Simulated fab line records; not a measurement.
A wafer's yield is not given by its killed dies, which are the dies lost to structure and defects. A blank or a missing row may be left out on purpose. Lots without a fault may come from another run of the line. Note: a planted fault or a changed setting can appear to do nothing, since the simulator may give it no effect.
fab line records :: flow gf180mcu
record
  lots=13
  wafers=39
  last_day=33
route steps=602 shown V3@432 M4@462 MIM@503
lots untouched by any fault: they come from a run of this same line in which no faults occurred
start_h: hours from the record's opening day to when the first of the lot's shown wafers began :: wait_h: how many hours have passed since the lot's step before this one :: " identical to the entry in the row above :: L1.1+2: a single row standing in for several wafers :: - either no value or no given start :: * or withheld: withheld :: < > ~ a bound
route shown NAME@n: names a module that has steps shown in the file, with the first one's number in the route :: usual: mean and standard deviation over wafers with no fault :: same: alike in all rows :: chamber/n: place in a boat :: sites: the reading at each site :: _std_site: standard deviation of those values :: _edge_site: mean of outer sites minus mean of inner sites :: radius_mm: how far each site lies from the wafer's centre :: mask NAME#n: copy n :: behind: the last tool/chamber to shape the wafer :: hold: why the lot went on hold/how many hours it stayed there/how the hold came to an end :: device: transistor that didn't switch, given as n, p or np :: end of line: tests run on the same wafers once the route is complete :: for a step that has no rows: nothing shown but its recipe :: killed: dies lost to structure and defects at the first sort, not the wafer's yield :: map: the dies of a wafer, with x for killed, . for not killed, _ for no die there
set.NAME: the setting the step ran with; set.NAME@STEP: the setting that earlier step ran with :: model.NAME: the simulator's own value behind a step, which no gauge read
one table for each step of the route and one row for each wafer, over a sample of lots
services: from which hour (start_h, from the record's first day; less than 0 if before it) a tool's chamber was out of use, for how many hours, and why
## steps
# step GF_V3_THK_MEAS_03
# recipe
  reads=SiO2_of_V3_CVD_02
# usual
  V3_CVD_02_THK=857/11
lot.wafer: L434.1
tool: film_metro-03
chamber: -
start_h: 487.34
wait_h: 0.0
V3_CVD_02_THK[nm]: 858

lot.wafer: L434.5
tool: film_metro-03
chamber: -
start_h: 487.34
wait_h: 0.0
V3_CVD_02_THK[nm]: 861

lot.wafer: L434.6
tool: film_metro-03
chamber: -
start_h: 487.34
wait_h: 0.0
V3_CVD_02_THK[nm]: 856

lot.wafer: L437.3
tool: film_metro-03
chamber: -
start_h: 510.46
wait_h: 0.1
V3_CVD_02_THK[nm]: 853

lot.wafer: L437.4
tool: film_metro-03
chamber: -
start_h: 510.46
wait_h: 0.1
V3_CVD_02_THK[nm]: 872

lot.wafer: L437.6
tool: film_metro-03
chamber: -
start_h: 510.46
wait_h: 0.1
V3_CVD_02_THK[nm]: 871

lot.wafer: L438.2
tool: film_metro-04
chamber: -
start_h: 521.32
wait_h: 0.0
V3_CVD_02_THK[nm]: 846

lot.wafer: L438.3
tool: film_metro-04
chamber: -
start_h: 521.32
wait_h: 0.0
V3_CVD_02_THK[nm]: 854

lot.wafer: L438.5
tool: film_metro-04
chamber: -
start_h: 521.32
wait_h: 0.0
V3_CVD_02_THK[nm]: 864

lot.wafer: L441.2
tool: film_metro-03
chamber: -
start_h: 555.29
wait_h: 0.1
V3_CVD_02_THK[nm]: 858

lot.wafer: L441.4
tool: film_metro-03
chamber: -
start_h: 555.29
wait_h: 0.1
V3_CVD_02_THK[nm]: 879

lot.wafer: L441.5
tool: film_metro-03
chamber: -
start_h: 555.29
wait_h: 0.1
V3_CVD_02_THK[nm]: 874

lot.wafer: L442.4
tool: film_metro-03
chamber: -
start_h: 560.49
wait_h: 0.0
V3_CVD_02_THK[nm]: 865

lot.wafer: L442.5
tool: film_metro-03
chamber: -
start_h: 560.49
wait_h: 0.0
V3_CVD_02_THK[nm]: 860

lot.wafer: L442.6
tool: film_metro-03
chamber: -
start_h: 560.49
wait_h: 0.0
V3_CVD_02_THK[nm]: 867

lot.wafer: L444.1
tool: film_metro-02
chamber: -
start_h: 579.39
wait_h: 0.0
V3_CVD_02_THK[nm]: 852

lot.wafer: L444.3
tool: film_metro-02
chamber: -
start_h: 579.39
wait_h: 0.0
V3_CVD_02_THK[nm]: 838

lot.wafer: L444.4
tool: film_metro-02
chamber: -
start_h: 579.39
wait_h: 0.0
V3_CVD_02_THK[nm]: 877

lot.wafer: L445.1
tool: film_metro-03
chamber: -
start_h: 594.55
wait_h: 0.0
V3_CVD_02_THK[nm]: 842

lot.wafer: L445.3
tool: film_metro-03
chamber: -
start_h: 594.55
wait_h: 0.0
V3_CVD_02_THK[nm]: 836

lot.wafer: L445.5
tool: film_metro-03
chamber: -
start_h: 594.55
wait_h: 0.0
V3_CVD_02_THK[nm]: 850

lot.wafer: L446.4
tool: film_metro-04
chamber: -
start_h: 606.53
wait_h: 0.0
V3_CVD_02_THK[nm]: 859

lot.wafer: L446.5
tool: film_metro-04
chamber: -
start_h: 606.53
wait_h: 0.0
V3_CVD_02_THK[nm]: 860

lot.wafer: L446.6
tool: film_metro-04
chamber: -
start_h: 606.53
wait_h: 0.0
V3_CVD_02_THK[nm]: 860

lot.wafer: L450.1
tool: film_metro-02
chamber: -
start_h: 625.65
wait_h: 0.0
V3_CVD_02_THK[nm]: 825

lot.wafer: L450.4
tool: film_metro-02
chamber: -
start_h: 625.65
wait_h: 0.0
V3_CVD_02_THK[nm]: 834

lot.wafer: L450.6
tool: film_metro-02
chamber: -
start_h: 625.65
wait_h: 0.0
V3_CVD_02_THK[nm]: 863

lot.wafer: L451.3
tool: film_metro-02
chamber: -
start_h: 636.12
wait_h: 0.1
V3_CVD_02_THK[nm]: 861

lot.wafer: L451.4
tool: film_metro-02
chamber: -
start_h: 636.12
wait_h: 0.1
V3_CVD_02_THK[nm]: 870

lot.wafer: L451.6
tool: film_metro-02
chamber: -
start_h: 636.12
wait_h: 0.1
V3_CVD_02_THK[nm]: 868

lot.wafer: L452.1
tool: film_metro-04
chamber: -
start_h: 640.34
wait_h: 0.0
V3_CVD_02_THK[nm]: 862

lot.wafer: L452.4
tool: film_metro-04
chamber: -
start_h: 640.34
wait_h: 0.0
V3_CVD_02_THK[nm]: 858

lot.wafer: L452.6
tool: film_metro-04
chamber: -
start_h: 640.34
wait_h: 0.0
V3_CVD_02_THK[nm]: 869

lot.wafer: L454.1
tool: film_metro-03
chamber: -
start_h: 648.99
wait_h: 0.1
V3_CVD_02_THK[nm]: 845

lot.wafer: L454.2
tool: film_metro-03
chamber: -
start_h: 648.99
wait_h: 0.1
V3_CVD_02_THK[nm]: 858

lot.wafer: L454.4
tool: film_metro-03
chamber: -
start_h: 648.99
wait_h: 0.1
V3_CVD_02_THK[nm]: 867

lot.wafer: L455.2
tool: film_metro-04
chamber: -
start_h: 653.16
wait_h: 0.0
V3_CVD_02_THK[nm]: 846

lot.wafer: L455.5
tool: film_metro-04
chamber: -
start_h: 653.16
wait_h: 0.0
V3_CVD_02_THK[nm]: 853

lot.wafer: L455.6
tool: film_metro-04
chamber: -
start_h: 653.16
wait_h: 0.0
V3_CVD_02_THK[nm]: 851
# step GF_M4_THK_MEAS_06
# recipe
  thk_meas_gauge=xrf
  reads=AlCu_of_M4_SPUTTER_02
# usual
  M4_ALCU_THK=459/4.9
lot.wafer: L434.1
tool: film_metro-02
chamber: -
start_h: 513.40
wait_h: 0.1
M4_ALCU_THK[nm]: 471

lot.wafer: L434.5
tool: film_metro-02
chamber: -
start_h: 513.40
wait_h: 0.1
M4_ALCU_THK[nm]: 467

lot.wafer: L434.6
tool: film_metro-02
chamber: -
start_h: 513.40
wait_h: 0.1
M4_ALCU_THK[nm]: 463

lot.wafer: L437.3
tool: film_metro-01
chamber: -
start_h: 536.29
wait_h: 0.1
M4_ALCU_THK[nm]: 463

lot.wafer: L437.4
tool: film_metro-01
chamber: -
start_h: 536.29
wait_h: 0.1
M4_ALCU_THK[nm]: 460

lot.wafer: L437.6
tool: film_metro-01
chamber: -
start_h: 536.29
wait_h: 0.1
M4_ALCU_THK[nm]: 458

lot.wafer: L438.2
tool: film_metro-01
chamber: -
start_h: 546.67
wait_h: 0.1
M4_ALCU_THK[nm]: 455

lot.wafer: L438.3
tool: film_metro-01
chamber: -
start_h: 546.67
wait_h: 0.1
M4_ALCU_THK[nm]: 456

lot.wafer: L438.5
tool: film_metro-01
chamber: -
start_h: 546.67
wait_h: 0.1
M4_ALCU_THK[nm]: 458

lot.wafer: L441.2
tool: film_metro-03
chamber: -
start_h: 579.34
wait_h: 0.1
M4_ALCU_THK[nm]: 470

lot.wafer: L441.4
tool: film_metro-03
chamber: -
start_h: 579.34
wait_h: 0.1
M4_ALCU_THK[nm]: 457

lot.wafer: L441.5
tool: film_metro-03
chamber: -
start_h: 579.34
wait_h: 0.1
M4_ALCU_THK[nm]: 461

lot.wafer: L442.4
tool: film_metro-02
chamber: -
start_h: 584.75
wait_h: 0.1
M4_ALCU_THK[nm]: 470

lot.wafer: L442.5
tool: film_metro-02
chamber: -
start_h: 584.75
wait_h: 0.1
M4_ALCU_THK[nm]: 459

lot.wafer: L442.6
tool: film_metro-02
chamber: -
start_h: 584.75
wait_h: 0.1
M4_ALCU_THK[nm]: 465

lot.wafer: L444.1
tool: film_metro-03
chamber: -
start_h: 602.55
wait_h: 0.1
M4_ALCU_THK[nm]: 459

lot.wafer: L444.3
tool: film_metro-03
chamber: -
start_h: 602.55
wait_h: 0.1
M4_ALCU_THK[nm]: 462

lot.wafer: L444.4
tool: film_metro-03
chamber: -
start_h: 602.55
wait_h: 0.1
M4_ALCU_THK[nm]: 466

lot.wafer: L445.1
tool: film_metro-02
chamber: -
start_h: 617.70
wait_h: 0.1
M4_ALCU_THK[nm]: 461

lot.wafer: L445.3
tool: film_metro-02
chamber: -
start_h: 617.70
wait_h: 0.1
M4_ALCU_THK[nm]: 462

lot.wafer: L445.5
tool: film_metro-02
chamber: -
start_h: 617.70
wait_h: 0.1
M4_ALCU_THK[nm]: 458

lot.wafer: L446.4
tool: film_metro-02
chamber: -
start_h: 629.19
wait_h: 0.1
M4_ALCU_THK[nm]: 454

lot.wafer: L446.5
tool: film_metro-02
chamber: -
start_h: 629.19
wait_h: 0.1
M4_ALCU_THK[nm]: 462

lot.wafer: L446.6
tool: film_metro-02
chamber: -
start_h: 629.19
wait_h: 0.1
M4_ALCU_THK[nm]: 451

lot.wafer: L450.1
tool: film_metro-02
chamber: -
start_h: 647.55
wait_h: 0.1
M4_ALCU_THK[nm]: 464

lot.wafer: L450.4
tool: film_metro-02
chamber: -
start_h: 647.55
wait_h: 0.1
M4_ALCU_THK[nm]: 453

lot.wafer: L450.6
tool: film_metro-02
chamber: -
start_h: 647.55
wait_h: 0.1
M4_ALCU_THK[nm]: 458

lot.wafer: L451.3
tool: film_metro-01
chamber: -
start_h: 657.56
wait_h: 0.1
M4_ALCU_THK[nm]: 461

lot.wafer: L451.4
tool: film_metro-01
chamber: -
start_h: 657.56
wait_h: 0.1
M4_ALCU_THK[nm]: 463

lot.wafer: L451.6
tool: film_metro-01
chamber: -
start_h: 657.56
wait_h: 0.1
M4_ALCU_THK[nm]: 465

lot.wafer: L452.1
tool: film_metro-01
chamber: -
start_h: 662.22
wait_h: 0.1
M4_ALCU_THK[nm]: 455

lot.wafer: L452.4
tool: film_metro-01
chamber: -
start_h: 662.22
wait_h: 0.1
M4_ALCU_THK[nm]: 451

lot.wafer: L452.6
tool: film_metro-01
chamber: -
start_h: 662.22
wait_h: 0.1
M4_ALCU_THK[nm]: 460

lot.wafer: L454.1
tool: film_metro-01
chamber: -
start_h: 671.16
wait_h: 0.1
M4_ALCU_THK[nm]: 456

lot.wafer: L454.2
tool: film_metro-01
chamber: -
start_h: 671.16
wait_h: 0.1
M4_ALCU_THK[nm]: 455

lot.wafer: L454.4
tool: film_metro-01
chamber: -
start_h: 671.16
wait_h: 0.1
M4_ALCU_THK[nm]: 451

lot.wafer: L455.2
tool: film_metro-01
chamber: -
start_h: 674.85
wait_h: 0.1
M4_ALCU_THK[nm]: 462

lot.wafer: L455.5
tool: film_metro-01
chamber: -
start_h: 674.85
wait_h: 0.1
M4_ALCU_THK[nm]: 460

lot.wafer: L455.6
tool: film_metro-01
chamber: -
start_h: 674.85
wait_h: 0.1
M4_ALCU_THK[nm]: 457
# step GF_M4_CD_MEAS_14
# recipe
  target_cd_nm=280
# usual
  cd_nm=280.1/0.97
lot.wafer: L434.1
tool: cd_sem-01
chamber: -
start_h: 536.10
wait_h: 0.1
cd_nm: 280.3

lot.wafer: L434.5
tool: cd_sem-01
chamber: -
start_h: 536.10
wait_h: 0.1
cd_nm: 280.4

lot.wafer: L434.6
tool: cd_sem-01
chamber: -
start_h: 536.10
wait_h: 0.1
cd_nm: 282.0

lot.wafer: L437.3
tool: cd_sem-01
chamber: -
start_h: 558.83
wait_h: 0.1
cd_nm: 279.5

lot.wafer: L437.4
tool: cd_sem-01
chamber: -
start_h: 558.83
wait_h: 0.1
cd_nm: 279.5

lot.wafer: L437.6
tool: cd_sem-01
chamber: -
start_h: 558.83
wait_h: 0.1
cd_nm: 279.2

lot.wafer: L438.2
tool: cd_sem-01
chamber: -
start_h: 568.91
wait_h: 0.1
cd_nm: 279.9

lot.wafer: L438.3
tool: cd_sem-01
chamber: -
start_h: 568.91
wait_h: 0.1
cd_nm: 279.7

lot.wafer: L438.5
tool: cd_sem-01
chamber: -
start_h: 568.91
wait_h: 0.1
cd_nm: 279.8

lot.wafer: L441.2
tool: cd_sem-01
chamber: -
start_h: 599.91
wait_h: 0.1
cd_nm: 279.8

lot.wafer: L441.4
tool: cd_sem-01
chamber: -
start_h: 599.91
wait_h: 0.1
cd_nm: 278.7

lot.wafer: L441.5
tool: cd_sem-01
chamber: -
start_h: 599.91
wait_h: 0.1
cd_nm: 279.2

lot.wafer: L442.4
tool: cd_sem-01
chamber: -
start_h: 605.91
wait_h: 0.1
cd_nm: 277.4

lot.wafer: L442.5
tool: cd_sem-01
chamber: -
start_h: 605.91
wait_h: 0.1
cd_nm: 277.5

lot.wafer: L442.6
tool: cd_sem-01
chamber: -
start_h: 605.91
wait_h: 0.1
cd_nm: 279.6

lot.wafer: L444.1
tool: cd_sem-01
chamber: -
start_h: 623.00
wait_h: 0.1
cd_nm: 280.3

lot.wafer: L444.3
tool: cd_sem-01
chamber: -
start_h: 623.00
wait_h: 0.1
cd_nm: 281.5

lot.wafer: L444.4
tool: cd_sem-01
chamber: -
start_h: 623.00
wait_h: 0.1
cd_nm: 281.1

lot.wafer: L445.1
tool: cd_sem-01
chamber: -
start_h: 637.40
wait_h: 0.1
cd_nm: 280.0

lot.wafer: L445.3
tool: cd_sem-01
chamber: -
start_h: 637.40
wait_h: 0.1
cd_nm: 279.6

lot.wafer: L445.5
tool: cd_sem-01
chamber: -
start_h: 637.40
wait_h: 0.1
cd_nm: 281.4

lot.wafer: L446.4
tool: cd_sem-01
chamber: -
start_h: 649.26
wait_h: 0.1
cd_nm: 281.2

lot.wafer: L446.5
tool: cd_sem-01
chamber: -
start_h: 649.26
wait_h: 0.1
cd_nm: 280.9

lot.wafer: L446.6
tool: cd_sem-01
chamber: -
start_h: 649.26
wait_h: 0.1
cd_nm: 280.1

lot.wafer: L450.1
tool: cd_sem-02
chamber: -
start_h: 666.45
wait_h: 0.1
cd_nm: 280.3

lot.wafer: L450.4
tool: cd_sem-02
chamber: -
start_h: 666.45
wait_h: 0.1
cd_nm: 279.2

lot.wafer: L450.6
tool: cd_sem-02
chamber: -
start_h: 666.45
wait_h: 0.1
cd_nm: 278.5

lot.wafer: L451.3
tool: cd_sem-01
chamber: -
start_h: 677.09
wait_h: 0.1
cd_nm: 279.3

lot.wafer: L451.4
tool: cd_sem-01
chamber: -
start_h: 677.09
wait_h: 0.1
cd_nm: 279.8

lot.wafer: L451.6
tool: cd_sem-01
chamber: -
start_h: 677.09
wait_h: 0.1
cd_nm: 279.4

lot.wafer: L452.1
tool: cd_sem-02
chamber: -
start_h: 681.00
wait_h: 0.1
cd_nm: 280.3

lot.wafer: L452.4
tool: cd_sem-02
chamber: -
start_h: 681.00
wait_h: 0.1
cd_nm: 281.4

lot.wafer: L452.6
tool: cd_sem-02
chamber: -
start_h: 681.00
wait_h: 0.1
cd_nm: 279.9

lot.wafer: L454.1
tool: cd_sem-02
chamber: -
start_h: 689.15
wait_h: 0.1
cd_nm: 278.9

lot.wafer: L454.2
tool: cd_sem-02
chamber: -
start_h: 689.15
wait_h: 0.1
cd_nm: 279.2

lot.wafer: L454.4
tool: cd_sem-02
chamber: -
start_h: 689.15
wait_h: 0.1
cd_nm: 279.2

lot.wafer: L455.2
tool: cd_sem-01
chamber: -
start_h: 693.36
wait_h: 0.1
cd_nm: 279.7

lot.wafer: L455.5
tool: cd_sem-01
chamber: -
start_h: 693.36
wait_h: 0.1
cd_nm: 279.2

lot.wafer: L455.6
tool: cd_sem-01
chamber: -
start_h: 693.36
wait_h: 0.1
cd_nm: 279.0
# step GF_MIM_SPUTTER_00
# recipe
  material=Ti
  target_thk_nm=37.5
  arriving_ion_energy_ev=80
  substrate_temp_c=200
  chamber_pressure_pa=2
  power_w=4000
  time_s=150
# usual
  cathode_dc_power_W=3999.9/0.8
  chamber_pressure_pa=2.000/0.004
  throttle_valve_pct=30.1/1.2
lot.wafer: L434.1
tool: pvd_sputter-04
chamber: -
start_h: 561.78
wait_h: 0.2
cathode_dc_power_W: 4001.3
chamber_pressure_pa: 2.001
throttle_valve_pct: 30.5

lot.wafer: L434.5
tool: pvd_sputter-04
chamber: -
start_h: 561.78
wait_h: 0.2
cathode_dc_power_W: 4001.0
chamber_pressure_pa: 1.998
throttle_valve_pct: 29.4

lot.wafer: L434.6
tool: pvd_sputter-04
chamber: -
start_h: 561.78
wait_h: 0.2
cathode_dc_power_W: 3997.8
chamber_pressure_pa: 1.996
throttle_valve_pct: 30.0

lot.wafer: L437.3
tool: pvd_sputter-01
chamber: -
start_h: 583.43
wait_h: 0.1
cathode_dc_power_W: 3999.1
chamber_pressure_pa: 1.996
throttle_valve_pct: 29.0

lot.wafer: L437.4
tool: pvd_sputter-01
chamber: -
start_h: 583.43
wait_h: 0.1
cathode_dc_power_W: 4000.2
chamber_pressure_pa: 2.002
throttle_valve_pct: 30.0

lot.wafer: L437.6
tool: pvd_sputter-01
chamber: -
start_h: 583.43
wait_h: 0.1
cathode_dc_power_W: 4000.5
chamber_pressure_pa: 1.999
throttle_valve_pct: 28.7

lot.wafer: L438.2
tool: pvd_sputter-04
chamber: -
start_h: 593.97
wait_h: 0.2
cathode_dc_power_W: 4000.6
chamber_pressure_pa: 2.002
throttle_valve_pct: 29.2

lot.wafer: L438.3
tool: pvd_sputter-04
chamber: -
start_h: 593.97
wait_h: 0.2
cathode_dc_power_W: 3999.6
chamber_pressure_pa: 2.010
throttle_valve_pct: 30.3

lot.wafer: L438.5
tool: pvd_sputter-04
chamber: -
start_h: 593.97
wait_h: 0.2
cathode_dc_power_W: 4000.6
chamber_pressure_pa: 2.006
throttle_valve_pct: 30.7

lot.wafer: L441.2
tool: pvd_sputter-02
chamber: -
start_h: 623.79
wait_h: 0.1
cathode_dc_power_W: 3997.9
chamber_pressure_pa: 2.005
throttle_valve_pct: 31.5

lot.wafer: L441.4
tool: pvd_sputter-02
chamber: -
start_h: 623.79
wait_h: 0.1
cathode_dc_power_W: 3999.5
chamber_pressure_pa: 2.003
throttle_valve_pct: 28.4

lot.wafer: L441.5
tool: pvd_sputter-02
chamber: -
start_h: 623.79
wait_h: 0.1
cathode_dc_power_W: 4000.2
chamber_pressure_pa: 1.994
throttle_valve_pct: 31.5

lot.wafer: L442.4
tool: pvd_sputter-02
chamber: -
start_h: 629.46
wait_h: 0.1
cathode_dc_power_W: 3999.8
chamber_pressure_pa: 2.004
throttle_valve_pct: 31.6

lot.wafer: L442.5
tool: pvd_sputter-02
chamber: -
start_h: 629.46
wait_h: 0.1
cathode_dc_power_W: 3999.9
chamber_pressure_pa: 2.001
throttle_valve_pct: 31.3

lot.wafer: L442.6
tool: pvd_sputter-02
chamber: -
start_h: 629.46
wait_h: 0.1
cathode_dc_power_W: 3999.5
chamber_pressure_pa: 1.992
throttle_valve_pct: 28.3

lot.wafer: L444.1
tool: pvd_sputter-04
chamber: -
start_h: 645.66
wait_h: 0.2
cathode_dc_power_W: 4001.0
chamber_pressure_pa: 2.002
throttle_valve_pct: 29.1

lot.wafer: L444.3
tool: pvd_sputter-04
chamber: -
start_h: 645.66
wait_h: 0.2
cathode_dc_power_W: 4000.1
chamber_pressure_pa: 1.995
throttle_valve_pct: 30.1

lot.wafer: L444.4
tool: pvd_sputter-04
chamber: -
start_h: 645.66
wait_h: 0.2
cathode_dc_power_W: 4000.6
chamber_pressure_pa: 2.001
throttle_valve_pct: 31.7

lot.wafer: L445.1
tool: pvd_sputter-01
chamber: -
start_h: 660.30
wait_h: 0.1
cathode_dc_power_W: 4000.4
chamber_pressure_pa: 1.998
throttle_valve_pct: 29.0

lot.wafer: L445.3
tool: pvd_sputter-01
chamber: -
start_h: 660.30
wait_h: 0.1
cathode_dc_power_W: 3998.8
chamber_pressure_pa: 2.003
throttle_valve_pct: 28.7

lot.wafer: L445.5
tool: pvd_sputter-01
chamber: -
start_h: 660.30
wait_h: 0.1
cathode_dc_power_W: 3999.5
chamber_pressure_pa: 2.007
throttle_valve_pct: 28.8

lot.wafer: L446.4
tool: pvd_sputter-01
chamber: -
start_h: 671.78
wait_h: 0.2
cathode_dc_power_W: -
chamber_pressure_pa: -
throttle_valve_pct: -

lot.wafer: L446.5
tool: pvd_sputter-01
chamber: -
start_h: 671.78
wait_h: 0.2
cathode_dc_power_W: -
chamber_pressure_pa: -
throttle_valve_pct: -

lot.wafer: L446.6
tool: pvd_sputter-01
chamber: -
start_h: 671.78
wait_h: 0.2
cathode_dc_power_W: -
chamber_pressure_pa: -
throttle_valve_pct: -

lot.wafer: L450.1
tool: pvd_sputter-01
chamber: -
start_h: 688.16
wait_h: 0.1
cathode_dc_power_W: 4000.2
chamber_pressure_pa: 1.997
throttle_valve_pct: 29.8

lot.wafer: L450.4
tool: pvd_sputter-01
chamber: -
start_h: 688.16
wait_h: 0.1
cathode_dc_power_W: 3999.7
chamber_pressure_pa: 2.000
throttle_valve_pct: 29.2

lot.wafer: L450.6
tool: pvd_sputter-01
chamber: -
start_h: 688.16
wait_h: 0.1
cathode_dc_power_W: 4000.2
chamber_pressure_pa: 2.001
throttle_valve_pct: 30.1

lot.wafer: L451.3
tool: pvd_sputter-01
chamber: -
start_h: 698.20
wait_h: 0.1
cathode_dc_power_W: 3999.4
chamber_pressure_pa: 2.001
throttle_valve_pct: 28.9

lot.wafer: L451.4
tool: pvd_sputter-01
chamber: -
start_h: 698.20
wait_h: 0.1
cathode_dc_power_W: 3999.8
chamber_pressure_pa: 2.001
throttle_valve_pct: 29.0

lot.wafer: L451.6
tool: pvd_sputter-01
chamber: -
start_h: 698.20
wait_h: 0.1
cathode_dc_power_W: 3999.6
chamber_pressure_pa: 1.993
throttle_valve_pct: 29.4

lot.wafer: L452.1
tool: pvd_sputter-02
chamber: -
start_h: 703.06
wait_h: 0.2
cathode_dc_power_W: 3999.2
chamber_pressure_pa: 1.996
throttle_valve_pct: 31.4

lot.wafer: L452.4
tool: pvd_sputter-02
chamber: -
start_h: 703.06
wait_h: 0.2
cathode_dc_power_W: 4000.1
chamber_pressure_pa: 2.000
throttle_valve_pct: 28.4

lot.wafer: L452.6
tool: pvd_sputter-02
chamber: -
start_h: 703.06
wait_h: 0.2
cathode_dc_power_W: 4002.0
chamber_pressure_pa: 2.003
throttle_valve_pct: 28.5

lot.wafer: L454.1
tool: pvd_sputter-04
chamber: -
start_h: 710.33
wait_h: 0.1
cathode_dc_power_W: 4000.0
chamber_pressure_pa: 2.000
throttle_valve_pct: 29.2

lot.wafer: L454.2
tool: pvd_sputter-04
chamber: -
start_h: 710.33
wait_h: 0.1
cathode_dc_power_W: 4000.4
chamber_pressure_pa: 1.988
throttle_valve_pct: 29.3

lot.wafer: L454.4
tool: pvd_sputter-04
chamber: -
start_h: 710.33
wait_h: 0.1
cathode_dc_power_W: 4000.0
chamber_pressure_pa: 1.994
throttle_valve_pct: 30.1

lot.wafer: L455.2
tool: pvd_sputter-01
chamber: -
start_h: 714.29
wait_h: 0.1
cathode_dc_power_W: 4000.3
chamber_pressure_pa: 2.000
throttle_valve_pct: 29.3

lot.wafer: L455.5
tool: pvd_sputter-01
chamber: -
start_h: 714.29
wait_h: 0.1
cathode_dc_power_W: 4000.3
chamber_pressure_pa: 2.002
throttle_valve_pct: 29.1

lot.wafer: L455.6
tool: pvd_sputter-01
chamber: -
start_h: 714.29
wait_h: 0.1
cathode_dc_power_W: 3999.4
chamber_pressure_pa: 2.004
throttle_valve_pct: 32.4
## services
tool: pvd_sputter-01
chamber: -
start_h: 598.81
hours: 3.0
kind: repair

tool: pvd_sputter-02
chamber: -
start_h: 616.38
hours: 2.8
kind: repair

tool: pvd_sputter-01
chamber: -
start_h: 621.42
hours: 2.4
kind: repair

tool: pvd_sputter-02
chamber: -
start_h: 641.09
hours: 61.8
kind: repair

tool: pvd_sputter-02
chamber: -
start_h: 713.56
hours: 2.4
kind: repair
## key
first_sign
  step=GF_MIM_SPUTTER_00
  reading=tool_record
  direction=missing
effect none on later readings
met_at GF_MIM_SPUTTER_00
struck_lots L446
later_rows_left_out L446.4,L446.5,L446.6
sort_left_out L446.4,L446.5,L446.6
not_acting_at GF_V3_THK_MEAS_03,GF_M4_THK_MEAS_06,GF_M4_CD_MEAS_14
onset_between 660.30 671.78
fault
  kind=skipped_step_whole
  tool=pvd_sputter-01
  chamber=-
  onset_h=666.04
  steps=GF_MIM_SPUTTER_00
  scope=struck_lots_only
# sort_left_out: the simulated sort isn't trusted on such a fault, so these wafers' sort isn't shown, and their yield isn't known
# later_rows_left_out: the simulator's readings of these wafers behind a module that went badly wrong aren't trusted and aren't shown, but for the sort
